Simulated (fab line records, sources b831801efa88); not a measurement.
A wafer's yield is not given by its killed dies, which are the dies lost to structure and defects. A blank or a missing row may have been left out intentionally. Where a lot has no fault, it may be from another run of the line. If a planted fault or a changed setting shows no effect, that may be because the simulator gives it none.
A struck lot beside a sound one | flow sky130 | 16 steps out of a route of 708
Sound: the wafers L253.1, L253.4, L253.5. The struck wafers were L264.2, L264.4, L264.5. The cause is named last.
For every step that has rows: the tool of each side, followed by ch and its chambers, followed by its first start. Under that, the readings that differ: sound wafers | struck wafers | difference of the means | sigmas: that difference in standard deviations of wafers without a fault.
alike: readings with means less than 2 such deviations apart, plus words and numbers identical on both sides. not compared: withheld readings, readings lacking a value on some wafer, bounds such as >300 that could conceal the same value, and numbers that have no deviation in the record and whose values overlap.
The two part at a step that has a row with sigmas, a row that says differs or no value, or rows on one side only. When numbers do not overlap yet have no deviation, they are printed without sigmas and do not part them. A reading that every wafer of one side lacks parts them only if that side has two wafers or more.

SKY_NWELL_RS_MEAS_29: measurement is done with a four-point probe.
  sound: filmMetro-03 at day 5 13:50; struck: filmMetro-02 at day 8 11:11
  alike: NWELL_RS
SKY_NWELL_RS_MEAS_31: measurement is done with a four-point probe.
  sound: filmMetro-03 at day 5 14:04; struck: filmMetro-02 at day 8 11:26
  alike: PWDE_RS
then, 7 steps without rows for these wafers: SKY_VT_ADJUST_HVTP_DEHYDRATE_00 (time 60 s); SKY_VT_ADJUST_HVTP_HMDS_01 (prime time 60 s); SKY_VT_ADJUST_HVTP_COAT_02 (resist thk 1140 nm); SKY_VT_ADJUST_HVTP_SOFTBAKE_03 (time 60 s); SKY_VT_ADJUST_HVTP_EXPOSE_04 (exposes mask HVTPM, target cd 380 nm); SKY_VT_ADJUST_HVTP_PEB_05; SKY_VT_ADJUST_HVTP_DEVELOP_06 (develop time 60 s).
SKY_VT_ADJUST_HVTP_CD_MEAS_07 targets a cd of 380 nm.
  sound: cdSem-01 at day 6 09:01; struck: cdSem-01 at day 9 08:32
reading   | sound             | struck            | difference | sigmas
cdNm (nm) | 385.1 385.1 384.0 | 379.9 379.3 378.4 | -5.5       | -2
SKY_VT_ADJUST_HVTP_OVL_MEAS_08:
  sound: overlay-02 at day 6 09:08; struck: overlay-02 at day 9 08:39
reading                 | sound       | struck         | difference | sigmas
VT_ADJUST_HVTP_OVL (nm) | 1.6 2.3 1.1 | -2.4 -1.9 -1.0 | -3.4       | -2
SKY_VT_ADJUST_HVTP_IMPLANT_09:
  sound on implanter-03 ch 0, day 6 09:11; struck on implanter-03 ch 0, day 9 08:42
reading          | sound                       | struck                        | difference | sigmas
doseIonsCm2      | 4.3e+12 4.301e+12 4.303e+12 | 1.143e+12 1.133e+12 1.141e+12 | -3.162e+12 | -99 or more
faradayCurrentUA | 24.6 24.5 24.8              | 6.2 6.5 6.3                   | -18.3      | -37
SKY_VT_ADJUST_HVTP_STRIP_10: strips in O2/N2.
  sound on plasmaAsher-01 ch 0,1, day 6 09:20; struck on plasmaAsher-02 ch 0, day 9 08:50
  alike: drypumpMotorCurrentA, oesProductAu, stripTimeToEndpointS
  not compared: rfHoursCounterH
SKY_VT_ADJUST_HVTP_TW_MEAS_11:
  sound: filmMetro-03 at day 6 09:26; struck: filmMetro-04 at day 9 08:56
reading           | sound          | struck      | difference | sigmas
VT_ADJUST_HVTP_TW | 1358 1363 1357 | 892 890 887 | -470       | -67
then, 1 step without rows for these wafers: SKY_VT_ADJUST_LVTN_DEHYDRATE_00 (time 60 s).
-- record jumps: 40 days separate the struck wafers' starts on either side; left off in module VT_ADJUST_LVTN, taken up again in module PAD_OPEN, whose first shown step is the route's number 708 --
SKY_PAD_OPEN_PROBE_99:
  sound: prober-02 at day 45 23:41; struck: prober-01 at day 48 21:41
  alike: killed_at_M0_to_M3, killed_at_M4_up, killedAtContacts, killedAtFrontEnd, killedAtOther, killedDies, killedOpen, killedShort

## WHERE THEY PART
At SKY_VT_ADJUST_HVTP_CD_MEAS_07 first; at SKY_VT_ADJUST_HVTP_TW_MEAS_11 last (within this record only). Later steps at which nothing parts them and some readings are alike: SKY_PAD_OPEN_PROBE_99.

WHY: what had been put in by the simulator
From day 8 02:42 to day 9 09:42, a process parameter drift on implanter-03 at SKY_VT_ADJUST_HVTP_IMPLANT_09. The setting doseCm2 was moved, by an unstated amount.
